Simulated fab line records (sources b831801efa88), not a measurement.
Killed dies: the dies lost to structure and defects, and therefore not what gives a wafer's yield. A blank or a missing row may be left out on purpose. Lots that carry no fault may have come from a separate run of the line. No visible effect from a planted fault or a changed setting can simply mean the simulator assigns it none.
fab line records ; flow gf180mcu
[record] lots = 5; wafers = 15; lastDay = 34
route steps=602 shown V4@486 PASSIVATION@602
lots that met no fault: from a run of the same line without faults
startH: hours from the record's first day to the start of the lot's first wafer shown ; waitH: hours elapsed since this lot's preceding step ; " same as the row above ; L1.1+2: a single row standing in for several wafers ; - no value present, or no start provided ; * or withheld: withheld ; < > ~ a bound
route shown NAME@n: NAME is a module with steps in the file, n the number in the route of the first one ; usual: mean and standard deviation over wafers with no fault ; same: alike in all rows ; chamber/n: place in a boat ; sites: per-site readings ; _std_site: standard deviation of those values ; _edge_site: the outer-site mean with the inner-site mean subtracted ; radiusMm: for every site, how far away it sits from the centre of the wafer ; mask NAME#n: copy n ; behind: the tool/chamber that last shaped the wafer ; hold: cause of the lot's hold/its duration in hours/its outcome ; device: the transistor (n, p or np) that didn't switch ; end of line: the route-end tests of the same wafers ; a step given without rows: its recipe and nothing more ; killed: not the wafer's yield, but the dies lost to structure and defects at the first sort ; map: shows each die of a wafer: x if killed, . if not, _ if none is there
set.NAME: the setting as run; set.NAME@STEP: as run at that earlier step ; model.NAME: the simulator's own value behind a step, which no gauge read
lots at selected steps of the route; one table per step, one row per wafer
services: from which hour (startH, from the record's first day; less than 0 if before it) a tool's chamber was out of use, for how many hours, and why
[[steps]]
[step GF_V4_SOFTBAKE_10]
[recipe] tempC = 130; timeS = 60; resist = KrF
[step GF_V4_EXPOSE_11]
[recipe] maskId = Via4; targetCdNm = 260; na = 0.68; sourceShape = conventional; sigmaOuter = 0.6; doseMj = 38
[step GF_V4_PEB_12]
[recipe] pebTempC = 135; pebTimeS = 90; resist = KrF
[step GF_V4_DEVELOP_13]
[recipe] developTimeS = 60; resist = KrF; devTempC = 21
[step GF_V4_CD_MEAS_14]
[recipe] targetCdNm = 260
[usual] cdNm = 260.1/0.95
lot.wafer;tool;chamber;startH;waitH;cdNm
L824.3;cdSem-02;-;575.07;0.1;259.9
L824.4;cdSem-02;-;575.07;0.1;260.3
L824.6;cdSem-02;-;575.07;0.1;260.3
L822.2;cdSem-01;-;577.45;0.1;258.6
L822.4;cdSem-01;-;577.45;0.1;259.5
L822.5;cdSem-01;-;577.45;0.1;260.3
L837.2;cdSem-02;-;673.20;0.1;259.1
L837.3;cdSem-02;-;673.20;0.1;259.7
L837.6;cdSem-02;-;673.20;0.1;259.1
L842.1;cdSem-01;-;709.78;0.1;260.7
L842.5;cdSem-01;-;709.78;0.1;261.1
L842.6;cdSem-01;-;709.78;0.1;261.8
L844.1;cdSem-01;-;722.03;0.1;260.1
L844.2;cdSem-01;-;722.03;0.1;259.1
L844.5;cdSem-01;-;722.03;0.1;259.9
[step GF_V4_OVL_MEAS_15]
[usual] V4_OVL = 2/5.2
lot.wafer;tool;chamber;startH;waitH;V4_OVL[nm]
L824.3;overlay-01;-;575.16;0.1;-4
L824.4;overlay-01;-;575.16;0.1;-10
L824.6;overlay-01;-;575.16;0.1;0
L822.2;overlay-01;-;577.55;0.1;-6
L822.4;overlay-01;-;577.55;0.1;-8
L822.5;overlay-01;-;577.55;0.1;-7
L837.2;overlay-02;-;673.30;0.1;9
L837.3;overlay-02;-;673.30;0.1;7
L837.6;overlay-02;-;673.30;0.1;7
L842.1;overlay-01;-;709.90;0.1;2
L842.5;overlay-01;-;709.90;0.1;10
L842.6;overlay-01;-;709.90;0.1;-1
L844.1;overlay-02;-;722.15;0.1;11
L844.2;overlay-02;-;722.15;0.1;7
L844.5;overlay-02;-;722.15;0.1;6
[step GF_V4_ETCH_16]
[recipe] chemistry = N2/H2; targetDepthA = withheld; overetchA = withheld; timeS = withheld; target = BARC; ionEnergyEv = 200; sourceW = 500; biasW = 100; pressureMtorr = 30; n2FlowSccm = 100; h2FlowSccm = 200
[usual] drypumpMotorCurrentA = 5.9/0.42; oesProductAu = 0.855/0.0046; throttleValvePct = 13.225/0.009
lot.wafer;tool;chamber;startH;waitH;drypumpMotorCurrentA;oesProductAu;throttleValvePct
L824.3;rieDiel-03;0;575.18;0.0;5.3;0.856;13.212
L824.4;rieDiel-03;1;575.18;0.0;5.7;0.858;13.213
L824.6;rieDiel-03;0;575.18;0.0;5.3;0.861;13.236
L822.2;rieDiel-03;2;577.58;0.0;6.4;0.855;13.232
L822.4;rieDiel-03;0;577.58;0.0;5.3;0.852;13.238
L822.5;rieDiel-03;2;577.58;0.0;6.4;0.853;13.221
L837.2;rieDiel-03;2;673.33;0.0;6.4;0.856;13.229
L837.3;rieDiel-03;3;673.33;0.0;5.8;0.853;13.223
L837.6;rieDiel-03;2;673.33;0.0;6.4;0.861;13.221
L842.1;rieDiel-04;2;709.94;0.0;6.4;0.854;13.224
L842.5;rieDiel-04;1;709.94;0.0;6.0;0.854;13.217
L842.6;rieDiel-04;2;709.94;0.0;6.4;0.859;13.235
L844.1;rieDiel-04;0;722.19;0.0;5.0;0.856;13.238
L844.2;rieDiel-04;2;722.19;0.0;6.4;0.855;13.214
L844.5;rieDiel-04;1;722.19;0.0;6.0;0.853;13.227
[step GF_V4_ETCH_17]
[recipe] chemistry = C4F8/O2/Ar; maskMaterial = KrF; target = SiO2; stopOn = TiN; sourceW = 1500; biasW = 1200; pressureMtorr = 40; c4f8FlowSccm = withheld; O2_flow_sccm = 6; Ar_flow_sccm = 300; timeS = withheld; targetDepthA = 6300
[usual] oesProductAu = 0.855/0.0044
lot.wafer;tool;chamber;startH;waitH;oesProductAu
L824.3;rieDiel-03;0;-;-;0.854
L824.4;rieDiel-03;1;-;-;0.853
L824.6;rieDiel-03;0;-;-;0.858
L822.2;rieDiel-03;2;-;-;0.859
L822.4;rieDiel-03;0;-;-;0.853
L822.5;rieDiel-03;2;-;-;0.853
L837.2;rieDiel-03;2;-;-;0.856
L837.3;rieDiel-03;3;-;-;0.860
L837.6;rieDiel-03;2;-;-;0.860
L842.1;rieDiel-04;2;-;-;0.852
L842.5;rieDiel-04;1;-;-;0.854
L842.6;rieDiel-04;2;-;-;0.859
L844.1;rieDiel-04;0;-;-;0.861
L844.2;rieDiel-04;2;-;-;0.856
L844.5;rieDiel-04;1;-;-;0.864
[step GF_V4_STRIP_18]
[recipe] chemistry = O2/N2; powerW = 1400; pressureMtorr = 1500; platenTempC = 250; o2FlowSccm = 3000; n2FlowSccm = 300; overashFraction = 0.5
[usual] drypumpMotorCurrentA = 5.7/0.47; heaterPowerW = 332/41; oesProductAu = 0.593/0.0048
lot.wafer;tool;chamber;startH;waitH;drypumpMotorCurrentA;heaterPowerW;oesProductAu;rfHoursCounterH
L824.3;plasmaAsher-02;0;575.34;-;6.2;416;0.588;-
L824.4;plasmaAsher-02;1;575.34;-;6.0;338;0.590;-
L824.6;plasmaAsher-02;1;575.34;-;6.0;319;0.596;-
L822.2;plasmaAsher-01;1;577.71;-;5.0;285;0.596;82
L822.4;plasmaAsher-01;1;577.71;-;5.0;299;0.591;-
L822.5;plasmaAsher-01;0;577.71;-;5.2;316;0.597;-
L837.2;plasmaAsher-01;0;673.46;-;5.2;318;0.602;92
L837.3;plasmaAsher-01;1;673.46;-;5.0;295;0.593;-
L837.6;plasmaAsher-01;1;673.46;-;5.0;283;0.594;-
L842.1;plasmaAsher-04;0;710.06;-;6.0;318;0.587;31
L842.5;plasmaAsher-04;0;710.06;-;6.0;315;0.588;-
L842.6;plasmaAsher-04;1;710.06;-;6.0;316;0.590;-
L844.1;plasmaAsher-02;0;722.32;-;6.2;422;0.594;59
L844.2;plasmaAsher-02;1;722.32;-;6.0;323;0.593;59
L844.5;plasmaAsher-02;0;722.32;-;6.2;427;0.599;-
[step GF_V4_STRIP_19]
[recipe] chemistry = postEtchResidueRemover; timeS = 1200; tempC = 72.5
[step GF_V4_CLEAN_20]
[recipe] chemistry = DIW; dry = n2Spin
[step GF_V4_SPUTTER_21]
[recipe] material = Ti; targetThkNm = 15; chamberPressurePa = 5; powerW = 2500; substrateTempC = 200; timeS = 80.02
[usual] throttleValvePct = 30.7/1.1
lot.wafer;tool;chamber;startH;waitH;throttleValvePct
L824.3;pvdSputter-03;-;575.84;0.0;30.8
L824.4;pvdSputter-03;-;575.84;0.0;31.5
L824.6;pvdSputter-03;-;575.84;0.0;31.3
L822.2;pvdSputter-01;-;578.24;0.0;30.7
L822.4;pvdSputter-01;-;578.24;0.0;30.6
L822.5;pvdSputter-01;-;578.24;0.0;31.4
L837.2;pvdSputter-03;-;673.99;0.0;32.3
L837.3;pvdSputter-03;-;673.99;0.0;28.6
L837.6;pvdSputter-03;-;673.99;0.0;28.4
L842.1;pvdSputter-02;-;710.61;0.0;30.9
L842.5;pvdSputter-02;-;710.61;0.0;29.5
L842.6;pvdSputter-02;-;710.61;0.0;30.1
L844.1;pvdSputter-01;-;723.19;0.0;31.2
L844.2;pvdSputter-01;-;723.19;0.0;31.9
L844.5;pvdSputter-01;-;723.19;0.0;31.6
[step GF_V4_SPUTTER_22]
[recipe] material = TiN; targetThkNm = 10; chamberPressurePa = 5; powerW = 4000; timeS = 40
[usual] throttleValvePct = 30.7/1.1
lot.wafer;tool;chamber;startH;waitH;throttleValvePct;model.TiN_of_V4_SPUTTER_22.thkNm
L824.3;pvdSputter-03;-;575.91;0.0;30.8;10.12
L824.4;pvdSputter-03;-;575.91;0.0;31.2;9.836
L824.6;pvdSputter-03;-;575.91;0.0;30.9;9.918
L822.2;pvdSputter-01;-;578.31;0.0;30.5;9.992
L822.4;pvdSputter-01;-;578.31;0.0;30.4;10.09
L822.5;pvdSputter-01;-;578.31;0.0;31.4;10.23
L837.2;pvdSputter-03;-;674.05;0.0;32.0;9.993
L837.3;pvdSputter-03;-;674.05;0.0;28.4;4.688
L837.6;pvdSputter-03;-;674.05;0.0;28.4;10.24
L842.1;pvdSputter-02;-;710.67;0.0;30.9;9.946
L842.5;pvdSputter-02;-;710.67;0.0;29.5;10.04
L842.6;pvdSputter-02;-;710.67;0.0;30.1;10.13
L844.1;pvdSputter-01;-;723.25;0.0;31.1;10.47
L844.2;pvdSputter-01;-;723.25;0.0;31.7;10.33
L844.5;pvdSputter-01;-;723.25;0.0;31.8;10.41
[step GF_V4_CVD_23]
[recipe] material = W; targetThkNm = 350; timeS = 104.9; tempC = 400; pressureTorr = 40
[usual] heaterPowerW = 887/89
lot.wafer;tool;chamber;startH;waitH;heaterPowerW
L824.3;cvdW-01;1;575.98;0.1;796
L824.4;cvdW-01;0;575.98;0.1;1033
L824.6;cvdW-01;0;575.98;0.1;1009
L822.2;cvdW-01;0;578.34;0.0;1017
L822.4;cvdW-01;0;578.34;0.0;1048
L822.5;cvdW-01;1;578.34;0.0;819
L837.2;cvdW-02;1;674.09;0.0;791
L837.3;cvdW-02;1;674.09;0.0;801
L837.6;cvdW-02;1;674.09;0.0;800
L842.1;cvdW-01;0;710.71;0.0;1015
L842.5;cvdW-01;1;710.71;0.0;846
L842.6;cvdW-01;0;710.71;0.0;1030
L844.1;cvdW-01;0;723.29;0.0;1019
L844.2;cvdW-01;1;723.29;0.0;819
L844.5;cvdW-01;0;723.29;0.0;1012
[step GF_PASSIVATION_PROBE_99]
lot.wafer;tool;chamber;startH;waitH;model.etest.via4Chain.rcOhm
L824.3;prober-02;-;691.67;0.2;6.643
L824.4;prober-02;-;691.72;0.2;6.169
L824.6;prober-02;-;691.82;0.2;6.592
L822.2;prober-01;-;694.61;0.1;6.384
L822.4;prober-01;-;694.71;0.2;6.466
L822.5;prober-01;-;694.76;0.2;6.455
L837.2;prober-02;-;770.12;0.1;6.548
L837.3;prober-02;-;770.17;0.2;6.873
L837.6;prober-02;-;770.32;0.2;6.557
L842.1;prober-01;-;799.62;0.1;6.134
L842.5;prober-01;-;799.82;0.2;6.57
L842.6;prober-01;-;799.87;0.2;6.608
L844.1;prober-01;-;808.47;0.1;6.392
L844.2;prober-01;-;808.52;0.1;6.38
L844.5;prober-01;-;808.67;0.2;6.319
// killed by level:class
L824.3 V3:geometricParticle:open=7 STI:geometricParticle:short=5 V5:geometricParticle:open=5 CONTACT:geometricParticle:open=3 V1:geometricParticle:open=3 V5:geometricParticle:short=3 SAB:geometricParticle:open=2 M3:geometricParticle:short=2
L824.4 CONTACT:geometricParticle:open=7 V1:geometricParticle:open=5 M2:geometricParticle:short=4 STI:geometricParticle:short=3 CONTACT:geometricParticle:short=3 M1:geometricParticle:short=3 V2:geometricParticle:open=3 V4:geometricParticle:open=3
L824.6 CONTACT:geometricParticle:open=10 V1:geometricParticle:open=9 V2:geometricParticle:open=8 V3:geometricParticle:open=4 V4:geometricParticle:open=4 V5:geometricParticle:open=4 CONTACT:geometricParticle:short=3 STI:geometricParticle:open=2
L822.2 CONTACT:geometricParticle:open=6 V5:geometricParticle:open=5 CONTACT:geometricParticle:short=4 V1:geometricParticle:open=4 M3:geometricParticle:short=4 M2:geometricParticle:short=3 V2:geometricParticle:short=3 V2:geometricParticle:open=3
L822.4 STI:geometricParticle:short=6 V4:geometricParticle:open=6 CONTACT:geometricParticle:open=4 M1:geometricParticle:short=4 V1:geometricParticle:open=3 V4:geometricParticle:short=3 M1:geometricParticle:open=2 M2:geometricParticle:short=2
L822.5 CONTACT:geometricParticle:open=5 V2:geometricParticle:open=5 V5:geometricParticle:open=5 V1:geometricParticle:short=4 V1:geometricParticle:open=3 M2:geometricParticle:short=3 V3:geometricParticle:open=3 STI:geometricParticle:short=2
L842.1 V2:geometricParticle:open=6 CONTACT:geometricParticle:open=5 V5:geometricParticle:open=4 V4:geometricParticle:open=3 STI:geometricParticle:short=2 V1:geometricParticle:open=2 V1:geometricParticle:short=2 V3:geometricParticle:open=2
L842.5 V4:geometricParticle:open=5 V5:geometricParticle:open=5 V1:geometricParticle:open=4 STI:geometricParticle:short=3 V1:geometricParticle:short=3 M5:geometricParticle:short=3 V5:geometricParticle:short=3 POLY_GATE:geometricParticle:open=2
L842.6 V3:geometricParticle:open=7 V2:geometricParticle:open=6 V5:geometricParticle:open=4 M1:geometricParticle:short=3 CONTACT:geometricParticle:open=3 V1:geometricParticle:open=3 V2:geometricParticle:short=3 STI:geometricParticle:short=2
L844.1 V1:geometricParticle:open=6 V2:geometricParticle:open=4 V5:geometricParticle:open=4 CONTACT:geometricParticle:open=3 V1:geometricParticle:short=3 V2:geometricParticle:short=3 V3:geometricParticle:open=3 POLY_GATE:geometricParticle:open=2
L844.2 CONTACT:geometricParticle:open=6 V4:geometricParticle:open=5 V2:geometricParticle:open=4 V3:geometricParticle:open=3 V3:geometricParticle:short=3 M1:geometricParticle:short=2 V4:geometricParticle:short=2 V5:geometricParticle:open=2
L844.5 V2:geometricParticle:open=6 CONTACT:geometricParticle:open=5 V5:geometricParticle:open=5 V1:geometricParticle:short=4 V1:geometricParticle:open=3 V3:geometricParticle:open=3 V4:geometricParticle:short=3 STI:geometricParticle:short=2
[[services]]
tool;chamber;startH;hours;kind
pvdSputter-01;-;553.46;6.0;repair
pvdSputter-01;2;567.37;-;consumableReplace:kit
pvdSputter-01;2;567.37;18.0;scheduledDown
pvdSputter-01;2;567.37;18.0;ventCycle
rieDiel-03;-;587.30;1.1;repair
pvdSputter-03;2;588.26;-;consumableReplace:kit
pvdSputter-03;2;588.26;18.0;scheduledDown
plasmaAsher-02;-;605.57;2.5;repair
plasmaAsher-01;-;609.81;0.4;repair
plasmaAsher-04;-;626.95;0.8;repair
cvdW-01;-;630.45;28.1;pm
rieDiel-03;-;651.52;2.8;pm
rieDiel-03;1;665.86;4.1;repair
cvdW-01;1;674.56;2.1;repair
rieDiel-04;0;688.63;3.7;repair
rieDiel-03;3;691.79;5.9;repair
rieDiel-03;1;694.66;11.6;repair
rieDiel-04;2;697.97;2.3;repair
rieDiel-03;3;698.51;1.5;repair
rieDiel-03;3;704.15;8.3;repair
plasmaAsher-01;-;710.91;4.3;pm
rieDiel-03;1;714.74;-;clean
rieDiel-03;1;714.74;15.8;scheduledDown
rieDiel-03;1;714.74;15.8;ventCycle
[[key]]
firstSign none at tools or gauges
[modelEffect] step = GF_V4_SPUTTER_22; value = TiN_of_V4_SPUTTER_22.thkNm; without = 10.14; struck = 4.688
[modelEffect] step = GF_PASSIVATION_PROBE_99; value = etest.via4Chain.rcOhm; without = 6.119; struck = 6.873
metAt GF_V4_SPUTTER_22
struckWafers L837.3
sortLeftOut L837.3
onsetBetween 575.91 674.05
[fault] kind = processParameterDrift; tool = pvdSputter-03; chamber = -; onsetH = 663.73; steps = GF_V4_SPUTTER_22; channel = targetThkNm; offset = -5.457; shape = step; endH = 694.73; scope = struckWafersOnly; actsIn = theseRecipesOnly; stated = 10
// sortLeftOut: the simulated sort isn't trusted on such a fault, so these wafers' sort isn't shown, and their yield isn't known
